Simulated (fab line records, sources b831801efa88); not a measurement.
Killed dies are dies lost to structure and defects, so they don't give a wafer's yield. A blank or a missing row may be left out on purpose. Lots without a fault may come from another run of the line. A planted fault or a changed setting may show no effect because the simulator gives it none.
Problem report in the 8D (eight disciplines) form, filled by code | flow sky130 | the parts of the form that need people (team, actions taken, sign-off) are left out

1. THE PROBLEM
killed_at_other at SKY_PAD_OPEN_PROBE_99 reads a mean of 5.2 on 9 wafers of 3 lots; wafers without a fault read 0.3 with a standard deviation of 0.51. That is +9.7 standard deviations from the usual mean.
First seen on wafer L628.2, day 48 21:23, on prober-01. The record holds 9 wafers of 3 lots with a number at this step. Rule for "out", or "out of limits": more than 4 standard deviations from the usual mean. The other wafers with a number count as sound.

2. WHAT IT IS AND WHAT IT IS NOT
question                    | is                     | is not
which readings at this step | killed_at_other        | killed_at_M0_to_M3, killed_at_M4_up, killed_at_contacts, killed_at_front_end, killed_dies, killed_on_rim, killed_open, killed_short
which lots                  | L628, L631, L632       | -
which wafers of those lots  | all that have a number | -
read on which tools         | prober-01, prober-02   | -
when                        | from day 48 21:23      | up to then (0 sound wafers)

3. SUSPECTS, AND WHAT RULES EACH OUT
Counting: a tool at a process step up to the reading stays a suspect if it ran every lot that is out and no sound lot after the first of them.
- iline_stepper-01 at SKY_RES_XHIGH_EXPOSE_04 (exposes mask URPM, target cd 1270 nm): kept. It ran every lot that is out, first L628 (day 30 12:29), and no sound lot after that.
- cvd_w-02 at SKY_VIA4_CVD_18 (deposits W, target thk 505 nm, time 152.14 s): kept. It ran every lot that is out, first L628 (day 46 07:02), and no sound lot after that.
Left after counting: iline_stepper-01 at SKY_RES_XHIGH_EXPOSE_04, cvd_w-02 at SKY_VIA4_CVD_18.

4. THE CAUSE (what the simulator had put in)
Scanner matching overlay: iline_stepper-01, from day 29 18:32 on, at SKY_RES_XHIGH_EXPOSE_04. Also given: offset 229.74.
Counting left 2 suspects, and this tool is among them.

5. THE CHAIN OF EFFECTS, in route order
Each row: a reading whose mean over the struck wafers that have a number lies more than 3 standard deviations from the usual. Only readings for which the record gives a usual standard deviation are gone through. hours: the time from each lot's start at the first step in this table that gives one to its start at this step, as a median over the lots. sigmas: the change in usual standard deviations.
hours | step                  | reading         | usual | on struck wafers | change | sigmas
0     | SKY_PAD_OPEN_PROBE_99 | killed_at_other | 0.3   | 5.2              | +4.9   | +9.7
The process steps in it:
- SKY_PAD_OPEN_PROBE_99

6. WHAT WOULD HAVE CAUGHT IT SOONER
In this record the first reading out of limits was taken at day 48 21:23, 459 hours after the fault began at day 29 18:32.
All the lots that are out (3) had begun SKY_RES_XHIGH_EXPOSE_04 on iline_stepper-01 by day 48 21:23. A hold on the tool at that time would have spared none of them.
